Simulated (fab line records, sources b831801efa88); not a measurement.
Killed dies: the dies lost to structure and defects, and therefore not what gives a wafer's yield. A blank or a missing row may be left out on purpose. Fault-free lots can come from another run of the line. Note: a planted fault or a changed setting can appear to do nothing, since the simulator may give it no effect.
fab line records | flow sfq-line
[record] lots = 5 wafers = 15 last-day = 90
route steps=325 shown M1@62 I1@73 M2@88 I2@103 M8@325
lots that met no fault: taken from a fault-free run of the same line
start-h: hours from the record's first day to the start of the lot's first wafer shown | wait-h: how many hours have passed since the lot's step before this one | " repeats the value in the row above | L1.1+2: a row that stands for several wafers | - no value present, or no start provided | * or withheld: withheld | < > ~ a bound
route shown NAME@n: names a module that has steps shown in the file, with the first one's number in the route | usual: mean and standard deviation over wafers with no fault | same: alike in all rows | chamber/n: place in a boat | sites: readings site by site | _std_site: standard deviation across them | _edge_site: inner sites' mean taken away from outer sites' mean | radius-mm: for every site, how far away it sits from the centre of the wafer | mask NAME#n: copy n | behind: tool/chamber where the wafer was last shaped | hold: the reason the lot was held/the length of the hold in hours/how it ended | device: transistor that didn't switch, given as n, p or np | end of line: at the end of the route, the tests of the same wafers | for a step that has no rows: nothing shown but its recipe | killed: the dies lost at the first sort to structure and to defects; this is not the yield of the wafer | map: a wafer's dies, marking killed ones x, the rest . and places with no die _
set.NAME: the setting that was run; set.NAME@STEP: the one run at that earlier step | model.NAME: the simulator's own value behind a step, which no gauge read
a table for each step, a row for each wafer; lots at some steps of the route
services: from which hour (start-h, from the record's first day; less than 0 if before it) a tool's chamber was out of use, for how many hours, and why
[[steps]]
[step SFQ_TRILAYER_M1_LITHO_COAT_044]
[recipe] resist = BARC spin-rpm = 3000 resist-thk-nm = 62
[step SFQ_TRILAYER_M1_LITHO_COAT_039]
[recipe] resist = KrF spin-rpm = 3000 resist-thk-nm = 600
[step SFQ_TRILAYER_M1_LITHO_SOFTBAKE_043]
[recipe] temp-c = withheld time-s = withheld resist = KrF
[step SFQ_TRILAYER_M1_LITHO_EXPOSE_040]
[recipe] mask-id = M1 na = 0.6 source-shape = conventional sigma-outer = 0.65 target-cd-nm = 500 dose-mj = 14.4
[step SFQ_TRILAYER_M1_LITHO_PEB_042]
[recipe] peb-temp-c = 115 peb-time-s = 60 resist = KrF
[step SFQ_TRILAYER_M1_LITHO_DEVELOP_041]
[recipe] time-s = 60 resist = KrF
[step SFQ_M1_OVL_MEAS_911]
[usual] M1_OVL = 3/5.8
// columns lot.wafer tool chamber start-h wait-h M1_OVL[nm]
L386.1 overlay-02 - 412.09 0.1 5
L386.5 " - " " 10
L386.6 " - " " 15
L397.1 overlay-02 - 479.41 0.1 10
L397.2 " - " " 6
L397.4 " - " " 9
L403.1 overlay-02 - 526.94 0.1 0
L403.3 " - " " 1
L403.5 " - " " 2
L405.2 overlay-01 - 555.10 0.1 6
L405.3 " - " " 6
L405.6 " - " " 5
L406.2 overlay-02 - 564.70 0.1 7
L406.3 " - " " 3
L406.5 " - " " 5
[step SFQ_TRILAYER_M1_BARC_OPEN_METAL_ETCH_054]
[recipe] mask-material = PR chemistry = O2 target-depth-nm = 125 target = BARC icp-w = 600 bias-w = 80 pressure-mtorr = 10 time-s = 41.7
[step SFQ_TRILAYER_M1_ETCH_METAL_ETCH_042]
[recipe] target = Nb stop-on = SiO2 mask-material = PR chemistry = Cl2/Ar target-depth-nm = 240 icp-w = 600 bias-w = 80 pressure-mtorr = 10 time-s = 120
[step SFQ_TRILAYER_M1_STRIP_STRIP_043]
[recipe] gas = O2 power-w = 200 platen-temp-c = 40 overash-fraction = 0.65 chemistry = O2 pressure-mtorr = 50
[usual] drypump-motor-current-A = 5.6/0.67 oes-product-au = 0.995/0.0096
// columns lot.wafer tool chamber start-h wait-h drypump-motor-current-A oes-product-au rf-hours-counter-h
L386.1 rie-metal-03 0 412.31 0.1 5.1 0.999 160
L386.5 " 0 " " 5.1 0.995 -
L386.6 " 1 " " 5.3 0.989 -
L397.1 rie-metal-02 1 479.63 0.1 5.7 0.997 146
L397.2 " 0 " " 5.0 0.986 14
L397.4 " 0 " " 5.0 0.987 -
L403.1 rie-metal-02 0 527.16 0.1 5.0 0.997 20
L403.3 " 0 " " 5.0 0.993 -
L403.5 " 1 " " 5.7 1.002 -
L405.2 rie-metal-01 1 555.31 0.1 6.6 0.987 158
L405.3 " 1 " " 6.6 0.992 -
L405.6 " 1 " " 6.6 0.991 -
L406.2 rie-metal-02 0 565.30 0.4 5.0 0.995 -
L406.3 " 0 " " 5.0 0.996 -
L406.5 " 0 " " 5.0 1.005 -
[step SFQ_TRILAYER_M1_STRIP_SOLV_CLEAN_044]
[recipe] chemistry = NMP temp-c = 70 time-s = 600
[step SFQ_TRILAYER_I1_DEP_PECVD_045]
[recipe] material = SiO2 temp-c = 150 time-s = 111.11 pressure-torr = 2.4 rf-w = 183.3 precursor = SiH4/N2O target-thk-nm = 500
[step SFQ_TRILAYER_I1_CMP_CMP_046]
[recipe] material = SiO2 down-force-psi = 3 platen-rpm = 60 pad-velocity-m-s = 0.94248
[usual] motor-current-A = 10.6/1.3 time-to-endpoint-s = 215/6.8
// columns lot.wafer tool chamber start-h wait-h motor-current-A time-to-endpoint-s model.SiO2_of_TRILAYER_I1_DEP_PECVD_045.thk-nm
L386.1 cmp-02 0 413.76 0.6 10.0 225 200.2
L386.5 " 0 415.76 2.6 10.7 222 201.7
L386.6 " 1 " " 12.4 227 199.5
L397.2 cmp-02 2 480.49 0.0 9.3 213 199.1
L397.1 " 3 " " 12.0 245 149.5
L397.4 " 1 481.99 1.5 13.1 252 148.7
L403.3 cmp-01 3 528.01 0.0 10.4 214 200.3
L403.1 " 0 " " 8.8 212 200.9
L403.5 " 0 530.51 2.5 8.7 216 200.2
L405.3 cmp-02 0 565.84 9.7 9.7 225 200.5
L405.2 " 2 566.84 10.7 9.1 206 199.5
L405.6 " 0 567.84 11.7 10.4 219 201
L406.2 cmp-01 0 582.42 15.9 8.5 224 199.6
L406.3 " 3 583.92 17.4 11.0 217 200.2
L406.5 " 1 584.92 18.4 9.8 216 199.4
[step SFQ_I1_BOW_MEAS_912]
[recipe] mode = bow
[usual] I1_BOW = 1/7.5
// columns lot.wafer tool chamber start-h wait-h I1_BOW[um]
L386.1 film-metro-01 - 416.76 2.5 -2
L386.5 " - " " -14
L386.6 " - " " -16
L397.1 film-metro-03 - 483.49 2.0 8
L397.2 " - " " 2
L397.4 " - " " 18
L403.1 film-metro-01 - 531.01 2.0 2
L403.3 " - " " -6
L403.5 " - " " 4
L405.2 film-metro-03 - 568.86 1.5 -7
L405.3 " - " " 7
L405.6 " - " " 8
L406.2 film-metro-01 - 585.44 2.5 3
L406.3 " - " " -6
L406.5 " - " " -10
[step SFQ_TRILAYER_I1_METRO_MEASURE_047]
[usual] thk-nm = 199.8/1
// columns lot.wafer tool chamber start-h wait-h thk-nm
L386.1 film-metro-01 - 416.88 0.1 200.2
L386.5 " - " " 201.7
L386.6 " - " " 199.5
L397.1 film-metro-03 - 483.61 0.1 149.5
L397.2 " - " " 199.0
L397.4 " - " " 148.8
L403.1 film-metro-01 - 531.13 0.1 201.0
L403.3 " - " " 200.3
L403.5 " - " " 200.1
L405.2 film-metro-03 - 569.16 0.3 199.6
L405.3 " - " " 200.4
L405.6 " - " " 200.9
L406.2 film-metro-01 - 585.74 0.3 199.7
L406.3 " - " " 200.4
L406.5 " - " " 199.3
[step SFQ_TRILAYER_I1_VIA_LITHO_COAT_054]
[recipe] resist = BARC spin-rpm = 3000 resist-thk-nm = 62
[step SFQ_TRILAYER_I1_VIA_LITHO_COAT_049]
[recipe] resist = KrF spin-rpm = 3000 resist-thk-nm = 650
[step SFQ_TRILAYER_I1_VIA_LITHO_SOFTBAKE_053]
[recipe] temp-c = withheld time-s = withheld resist = KrF
[step SFQ_TRILAYER_I1_VIA_LITHO_EXPOSE_050]
[recipe] mask-id = I1 na = 0.6 source-shape = conventional sigma-outer = 0.65 target-cd-nm = 500 dose-mj = 21.3
[step SFQ_TRILAYER_I1_VIA_LITHO_PEB_052]
[recipe] peb-temp-c = 115 peb-time-s = 60 resist = KrF
[step SFQ_TRILAYER_I1_VIA_LITHO_DEVELOP_051]
[recipe] time-s = 60 resist = KrF
[step SFQ_I1_OVL_MEAS_913]
[usual] I1_OVL = -1/4.4
// columns lot.wafer tool chamber start-h wait-h I1_OVL[nm]
L386.1 overlay-01 - 541.14 0.1 -1
L386.5 " - " " 1
L386.6 " - " " -5
L397.1 overlay-01 - 612.21 0.1 3
L397.2 " - " " 2
L397.4 " - " " 5
L403.1 overlay-02 - 677.66 0.1 -6
L403.3 " - " " -2
L403.5 " - " " 0
L405.2 overlay-02 - 708.87 0.1 1
L405.3 " - " " -1
L405.6 " - " " -2
L406.2 overlay-02 - 717.27 0.1 6
L406.3 " - " " 12
L406.5 " - " " 7
[step SFQ_TRILAYER_I1_VIA_BARC_OPEN_VIA_ETCH_071]
[recipe] mask-material = PR chemistry = O2 target-depth-nm = 125 target = BARC source-w = 500 bias-w = 80 pressure-mtorr = 30 time-s = 41.7
[step SFQ_TRILAYER_I1_VIA_ETCH_VIA_ETCH_052]
[recipe] target = SiO2 stop-on = Nb mask-material = PR taper-deg = 20 chemistry = CHF3 target-depth-nm = 260 source-w = 500 bias-w = 80 pressure-mtorr = 30 time-s = withheld
[usual] drypump-motor-current-A = 5.7/0.37 oes-product-au = 0.854/0.0053
// columns lot.wafer tool chamber start-h wait-h drypump-motor-current-A oes-product-au model.etch.depth-nm model.I1.feature-depth-nm
L386.1 rie-diel-03 0 541.22 0.0 5.3 0.858 200.2 200.2
L386.5 " 3 " " 5.3 0.864 201.7 201.7
L386.6 " 0 " " 5.3 0.852 199.5 199.5
L397.1 rie-diel-03 2 612.29 0.0 6.2 0.731 149.5 149.5
L397.2 " 0 " " 5.3 0.856 199.1 199.1
L397.4 " 1 " " 5.7 0.733 148.7 148.7
L403.1 rie-diel-01 1 677.74 0.0 5.8 0.863 200.9 200.9
L403.3 " 3 " " 5.2 0.852 200.3 200.3
L403.5 " 0 " " 5.4 0.860 200.2 200.2
L405.2 rie-diel-03 3 708.94 0.0 5.3 0.857 199.5 199.5
L405.3 " 0 " " 5.3 0.860 200.5 200.5
L405.6 " 3 " " 5.3 0.855 201 201
L406.2 rie-diel-01 1 717.34 0.0 5.8 0.850 199.6 199.6
L406.3 " 2 " " 6.0 0.852 200.2 200.2
L406.5 " 0 " " 5.4 0.846 199.4 199.4
[step SFQ_TRILAYER_I1_VIA_STRIP_STRIP_053]
[recipe] gas = O2 power-w = 200 platen-temp-c = 40 overash-fraction = 0.65 chemistry = O2 pressure-mtorr = 50
[usual] drypump-motor-current-A = 5.7/0.6 oes-product-au = 0.999/0.0078
// columns lot.wafer tool chamber start-h wait-h drypump-motor-current-A oes-product-au rf-hours-counter-h
L386.1 rie-metal-01 1 541.33 - 6.7 0.992 155
L386.5 " 0 " " 5.1 1.000 -
L386.6 " 1 " " 6.6 0.989 -
L397.1 rie-metal-01 0 612.40 - 5.1 1.000 28
L397.2 " 0 " " 5.1 0.989 -
L397.4 " 0 " " 5.1 1.005 -
L403.1 rie-metal-01 0 677.85 - 5.1 1.014 39
L403.3 " 1 " " 6.6 1.006 -
L403.5 " 1 " " 6.6 0.995 -
L405.2 rie-metal-04 0 709.05 - 5.7 1.010 28
L405.3 " 1 " " 5.8 0.998 -
L405.6 " 1 " " 5.9 0.991 -
L406.2 rie-metal-03 0 717.45 - 5.1 0.997 46
L406.3 " 0 " " 5.1 0.996 -
L406.5 " 1 " " 5.3 0.994 -
[step SFQ_TRILAYER_I1_VIA_STRIP_SOLV_CLEAN_054]
[recipe] chemistry = NMP temp-c = 70 time-s = 600
[step SFQ_TRILAYER_M2_DEP_PRE_CLEAN_056]
[recipe] gas = Ar time-s = 22.5 bias-v = 250
// columns lot.wafer tool chamber start-h wait-h model.SiO2_of_TRILAYER_I1_DEP_PECVD_045.thk-nm
L386.1 pvd-sputter-05 - 542.10 0.0 192.7
L386.5 " - " " 194.2
L386.6 " - " " 192
L397.1 pvd-sputter-04 - 613.78 0.0 142
L397.2 " - " " 191.6
L397.4 " - " " 141.2
L403.1 pvd-sputter-04 - 678.80 0.0 193.4
L403.3 " - " " 192.8
L403.5 " - " " 192.7
L405.2 pvd-sputter-05 - 710.00 0.0 192
L405.3 " - " " 193
L405.6 " - " " 193.5
L406.2 pvd-sputter-04 - 718.23 0.0 192.1
L406.3 " - " " 192.7
L406.5 " - " " 191.9
[step SFQ_TRILAYER_M2_DEP_SPUTTER_055]
[recipe] material = Nb base-pressure-pa = 1.33e-06 chamber-pressure-pa = 0.1333 substrate-temp-c = 20 resputter-cathode-voltage-v = 400 target-thk-nm = 200 power-w = 2000 time-s = 133.3
[usual] base-pressure-pa = 1.32e-06/8.3e-08 throttle-valve-pct = 30.2/1.1
// columns lot.wafer tool chamber start-h wait-h base-pressure-pa throttle-valve-pct
L386.1 pvd-sputter-05 - 542.13 0.0 1.23e-06 30.0
L386.5 " - " " 1.42e-06 30.2
L386.6 " - " " 1.34e-06 30.2
L397.1 pvd-sputter-04 - 613.81 0.0 1.24e-06 31.1
L397.2 " - " " 1.29e-06 31.2
L397.4 " - " " 1.38e-06 28.2
L403.1 pvd-sputter-04 - 678.83 0.0 1.21e-06 31.5
L403.3 " - " " 1.38e-06 30.9
L403.5 " - " " 1.31e-06 28.4
L405.2 pvd-sputter-05 - 710.03 0.0 1.24e-06 30.5
L405.3 " - " " 1.31e-06 31.3
L405.6 " - " " 1.36e-06 31.2
L406.2 pvd-sputter-04 - 718.26 0.0 1.33e-06 30.8
L406.3 " - " " 1.37e-06 31.3
L406.5 " - " " 1.3e-06 28.2
[step SFQ_M2_RS_MEAS_914]
[recipe] thk-meas-gauge = four-point-probe reads = Nb_of_TRILAYER_M2_DEP_SPUTTER_055
[usual] M2_NB_RS = 0.894/0.012
// columns lot.wafer tool chamber start-h wait-h M2_NB_RS[ohm/sq]
L386.1 film-metro-04 - 542.22 0.0 0.913
L386.5 " - " " 0.908
L386.6 " - " " 0.902
L397.1 film-metro-04 - 613.91 0.1 0.909
L397.2 " - " " 0.921
L397.4 " - " " 0.907
L403.1 film-metro-02 - 678.92 0.0 0.894
L403.3 " - " " 0.894
L403.5 " - " " 0.896
L405.2 film-metro-02 - 710.14 0.1 0.897
L405.3 " - " " 0.891
L405.6 " - " " 0.882
L406.2 film-metro-03 - 718.37 0.1 0.890
L406.3 " - " " 0.892
L406.5 " - " " 0.903
[step SFQ_TRILAYER_M2_LITHO_COAT_062]
[recipe] resist = BARC spin-rpm = 3000 resist-thk-nm = 62
[step SFQ_TRILAYER_M2_LITHO_COAT_057]
[recipe] resist = KrF spin-rpm = 3000 resist-thk-nm = 600
[step SFQ_TRILAYER_M2_LITHO_SOFTBAKE_061]
[recipe] temp-c = withheld time-s = withheld resist = KrF
[step SFQ_TRILAYER_M2_LITHO_EXPOSE_058]
[recipe] mask-id = M2 na = 0.6 source-shape = conventional sigma-outer = 0.65 target-cd-nm = 500 dose-mj = 14.4
[step SFQ_TRILAYER_M2_LITHO_PEB_060]
[recipe] peb-temp-c = 115 peb-time-s = 60 resist = KrF
[step SFQ_TRILAYER_M2_LITHO_DEVELOP_059]
[recipe] time-s = 60 resist = KrF
[step SFQ_M2_OVL_MEAS_916]
[usual] M2_OVL = -1/5.7
// columns lot.wafer tool chamber start-h wait-h M2_OVL[nm]
L386.1 overlay-01 - 546.89 0.1 -1
L386.5 " - " " -10
L386.6 " - " " -5
L397.1 overlay-01 - 739.00 0.1 1
L397.2 " - " " 8
L397.4 " - " " 6
L403.1 overlay-01 - 793.42 0.1 -5
L403.3 " - " " 0
L403.5 " - " " 4
L405.2 overlay-01 - 823.43 0.1 12
L405.3 " - " " 10
L405.6 " - " " 12
L406.2 overlay-02 - 831.09 0.1 -6
L406.3 " - " " 0
L406.5 " - " " -1
[step SFQ_TRILAYER_M2_BARC_OPEN_METAL_ETCH_077]
[recipe] mask-material = PR chemistry = O2 target-depth-nm = 125 target = BARC icp-w = 600 bias-w = 80 pressure-mtorr = 10 time-s = 41.7
[usual] drypump-motor-current-A = 5.4/0.32 oes-product-au = 0.685/0.0048
// columns lot.wafer tool chamber start-h wait-h drypump-motor-current-A oes-product-au rf-hours-counter-h
L386.1 rie-metal-03 0 546.92 0.0 5.1 0.689 14
L386.5 " 0 " " 5.1 0.682 -
L386.6 " 0 " " 5.1 0.693 -
L397.1 rie-metal-03 1 739.03 0.0 5.2 0.689 34
L397.2 " 0 " " 5.1 0.690 49
L397.4 " 1 " " 5.2 0.688 -
L403.1 rie-metal-02 1 793.46 0.0 5.7 0.678 32
L403.3 " 0 " " 5.0 0.685 -
L403.5 " 0 " " 5.0 0.677 -
L405.2 rie-metal-03 1 823.46 0.0 5.3 0.691 42
L405.3 " 0 " " 5.1 0.689 -
L405.6 " 1 " " 5.3 0.682 -
L406.2 rie-metal-03 0 831.12 0.0 5.1 0.676 59
L406.3 " 1 " " 5.3 0.694 -
L406.5 " 0 " " 5.1 0.682 -
[step SFQ_TRILAYER_M2_ETCH_METAL_ETCH_060]
[recipe] target = Nb stop-on = SiO2 mask-material = PR chemistry = Cl2/Ar target-depth-nm = 240 icp-w = 600 bias-w = 80 pressure-mtorr = 10 time-s = 120
[usual] drypump-motor-current-A = 5.4/0.32 oes-product-au = 0.892/0.0079
// columns lot.wafer tool chamber start-h wait-h drypump-motor-current-A oes-product-au rf-hours-counter-h
L386.1 rie-metal-03 0 547.04 0.1 5.1 0.895 14
L386.5 " 0 " " 5.1 0.880 -
L386.6 " 0 " " 5.1 0.892 -
L397.1 rie-metal-03 1 739.09 0.0 5.3 0.888 34
L397.2 " 0 " " 5.1 0.879 49
L397.4 " 1 " " 5.3 0.878 -
L403.1 rie-metal-02 1 793.52 0.0 5.7 0.891 32
L403.3 " 0 " " 5.0 0.892 -
L403.5 " 0 " " 5.0 0.884 -
L405.2 rie-metal-03 1 823.52 0.0 5.3 0.886 42
L405.3 " 0 " " 5.1 0.890 -
L405.6 " 1 " " 5.3 0.899 -
L406.2 rie-metal-03 0 831.18 0.0 5.1 0.898 59
L406.3 " 1 " " 5.3 0.890 -
L406.5 " 0 " " 5.1 0.891 -
[step SFQ_TRILAYER_M2_STRIP_STRIP_061]
[recipe] gas = O2 power-w = 200 platen-temp-c = 40 overash-fraction = 0.65 chemistry = O2 pressure-mtorr = 50
[step SFQ_TRILAYER_M2_STRIP_SOLV_CLEAN_062]
[recipe] chemistry = NMP temp-c = 70 time-s = 600
[step SFQ_TRILAYER_I2_DEP_PECVD_063]
[recipe] material = SiO2 temp-c = 150 time-s = 111.11 pressure-torr = 2.4 rf-w = 183.3 precursor = SiH4/N2O target-thk-nm = 500
[step SFQ_M8_BOW_MEAS_951]
[recipe] mode = bow
[usual] M8_BOW = 6/12
// columns lot.wafer tool chamber start-h wait-h M8_BOW[um] model.etest.i1.link-ohm
L386.1 film-metro-03 - 1782.79 0.0 -6 1.999
L386.5 " - " " -17 2.013
L386.6 " - " " -21 1.987
L397.1 film-metro-03 - 1970.32 0.0 8 1.936
L397.2 " - " " 1 2.009
L397.4 " - " " 17 1.948
L403.1 film-metro-03 - 2082.68 0.0 3 1.979
L403.3 " - " " -6 1.976
L403.5 " - " " 6 1.977
L405.2 film-metro-02 - 2142.15 0.0 1 1.969
L405.3 " - " " 14 1.967
L405.6 " - " " 16 1.947
L406.2 film-metro-03 - 2149.37 0.0 23 1.948
L406.3 " - " " 17 1.958
L406.5 " - " " 12 1.962
[[services]]
// columns tool chamber start-h hours kind
rie-metal-03 - 422.78 2.8 pm
pvd-sputter-05 - 425.31 16.8 repair
pvd-sputter-04 - 433.68 1.1 repair
pvd-sputter-05 - 489.56 33.9 repair
rie-metal-01 0 495.49 4.0 repair
rie-metal-02 0 525.19 1.5 repair
pvd-sputter-04 - 527.06 0.7 repair
rie-metal-03 - 545.34 0.9 repair
rie-metal-02 - 548.38 2.3 repair
rie-metal-02 - 571.03 14.6 pm
rie-metal-01 0 581.34 4.3 repair
rie-metal-02 1 602.67 3.5 repair
rie-metal-03 - 618.25 1.4 pm
rie-metal-01 0 624.52 4.5 repair
pvd-sputter-04 - 641.54 4.1 repair
pvd-sputter-04 - 685.08 3.0 repair
rie-metal-02 0 690.51 14.1 repair
rie-metal-01 - 694.05 2.8 pm
pvd-sputter-04 - 702.04 4.9 repair
rie-metal-02 - 742.32 2.8 pm
rie-metal-02 1 766.66 2.5 repair
pvd-sputter-04 - 769.19 1.7 repair
rie-metal-03 - 775.99 1.6 repair
rie-metal-03 - 786.71 14.6 pm
[[key]]
[first-sign] step = SFQ_TRILAYER_I1_CMP_CMP_046 reading = time-to-endpoint-s direction = up sigmas = 4.9 usual = * struck = *
[effect] step = SFQ_TRILAYER_I1_METRO_MEASURE_047 reading = thk-nm direction = down sigmas = 51 usual = 199.8 struck = 149.1
[effect] step = SFQ_TRILAYER_I1_VIA_ETCH_VIA_ETCH_052 reading = oes-product-au direction = down sigmas = 23 usual = 0.854 struck = 0.732
[model-effect] step = SFQ_TRILAYER_I1_CMP_CMP_046 value = SiO2_of_TRILAYER_I1_DEP_PECVD_045.thk-nm without = 199.1 struck = 149.1
[model-effect] step = SFQ_TRILAYER_I1_VIA_ETCH_VIA_ETCH_052 value = etch.depth-nm without = 199.1 struck = 149.1
[model-effect] step = SFQ_TRILAYER_M2_DEP_PRE_CLEAN_056 value = SiO2_of_TRILAYER_I1_DEP_PECVD_045.thk-nm without = 191.6 struck = 141.6
[model-effect] step = SFQ_M8_BOW_MEAS_951 value = etest.i1.link-ohm without = 1.988 struck = 1.942
met-at SFQ_TRILAYER_I1_CMP_CMP_046
struck-wafers L397.1,L397.4
onset-between 413.76 480.49
[fault] kind = process-parameter-drift tool = cmp-02 chamber = - onset-h = 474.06 steps = SFQ_TRILAYER_I1_CMP_CMP_046 channel = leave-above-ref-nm offset = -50 shape = step end-h = 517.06 scope = struck-wafers-only acts-in = these-recipes-only stated = 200
